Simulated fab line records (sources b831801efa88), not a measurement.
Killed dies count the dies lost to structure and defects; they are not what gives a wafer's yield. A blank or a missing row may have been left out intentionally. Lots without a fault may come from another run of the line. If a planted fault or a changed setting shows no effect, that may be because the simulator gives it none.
Code-filled problem report in 8D (eight disciplines) form || flow sky130 || the parts of the form that need people (team, actions taken, sign-off) are left out

1. THE PROBLEM
Wafers free of any fault read 224.0 (standard deviation 1.4) for GATE_OXIDE_TW at SKY_GATE_OXIDE_TW_MEAS_14, against a mean of 202.9 on 6 wafers of 2 lots. That is -15 standard deviations from the usual mean.
The first sign was on wafer L657.1 at day 20 23:58, on film-metro-02. The record holds 36 wafers of 12 lots with a number at this step. Rule for "out" (also "out of limits"): further than 4 standard deviations from the usual mean. Any other wafer with a number is counted as sound.

2. WHAT THIS IS AND IS NOT
{"question": "which readings at this step", "is": "GATE_OXIDE_TW", "is not": "-"}
{"question": "which lots", "is": "L657, L658", "is not": "L637, L638, L641, L643, L644, L646, L648, L651, L659, L660"}
{"question": "which wafers of those lots", "is": "all that have a number", "is not": "-"}
{"question": "read on which gauges", "is": "film-metro-02, film-metro-03", "is not": "film-metro-01"}
{"question": "when", "is": "from day 20 23:58", "is not": "up to then (24 sound wafers); but 6 sound wafers of L659, L660 came after"}

3. WHAT RULES OUT EACH SUSPECT
Counting: a tool at a process step up to the reading stays a suspect if it ran every lot that is out and no sound lot after the first of them.
- the gauge at SKY_GATE_OXIDE_TW_MEAS_14: ruled out. Those wafers that are out were read across 2 gauges (film-metro-02, film-metro-03).
- implanter-03 at SKY_GATE_OXIDE_IMPLANT_11: kept. It ran every lot that is out, first L657 (day 20 23:37), and no sound lot after that; its last sound lot up to then is L651 (day 18 13:43). Out on those wafers are its own readings of dose-ions-cm2, faraday-current-uA.
Left after counting: implanter-03 at SKY_GATE_OXIDE_IMPLANT_11.

4. THE CAUSE (what the simulator had put in)
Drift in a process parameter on implanter-03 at SKY_GATE_OXIDE_IMPLANT_11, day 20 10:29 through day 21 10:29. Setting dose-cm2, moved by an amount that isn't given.
Only this tool survived the counting.

5. SEQUENCE OF EFFECTS, ordered by route
Each row: a reading whose mean over the struck wafers that have a number lies more than 3 standard deviations from the usual. Only readings for which the record gives a usual standard deviation are gone through. hours: the time from each lot's start at the first step in this table that gives one to its start at this step, as a median over the lots. sigmas: the change in usual standard deviations.
{"hours": 0, "step": "SKY_GATE_OXIDE_IMPLANT_11", "reading": "dose-ions-cm2", "usual": 2.599e+12, "on struck wafers": 1.858e+12, "change": -7.415e+11, "sigmas": "-99 or more"}
{"hours": 0, "step": "SKY_GATE_OXIDE_IMPLANT_11", "reading": "faraday-current-uA", "usual": 14.70, "on struck wafers": 10.45, "change": -4.25, "sigmas": -15}
{"hours": 0, "step": "SKY_GATE_OXIDE_TW_MEAS_14", "reading": "GATE_OXIDE_TW", "usual": 224.0, "on struck wafers": 202.9, "change": -21.1, "sigmas": -15}
Here are the process steps it includes:
- SKY_GATE_OXIDE_IMPLANT_11
Later steps that measure or inspect, where all struck wafers having a row at the step show a number for every such reading and not one has moved that far: SKY_CONTACT_THK_MEAS_01, SKY_VIA1_THK_MEAS_01.

6. HOW IT WOULD HAVE BEEN CAUGHT EARLIER
13 hours passed between the start of the fault at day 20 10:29 and the first reading out of limits at a measuring or inspecting step in this record, taken at day 20 23:58.
Tool's own readings at SKY_GATE_OXIDE_IMPLANT_11, dose-ions-cm2, faraday-current-uA: out on all struck wafers the step has rows for; an alarm limit on them would have tripped on the first.
L658, from the lots that are out (2), started SKY_GATE_OXIDE_IMPLANT_11 on implanter-03 later than day 20 23:58. A tool hold placed at that time would have kept it from harm.
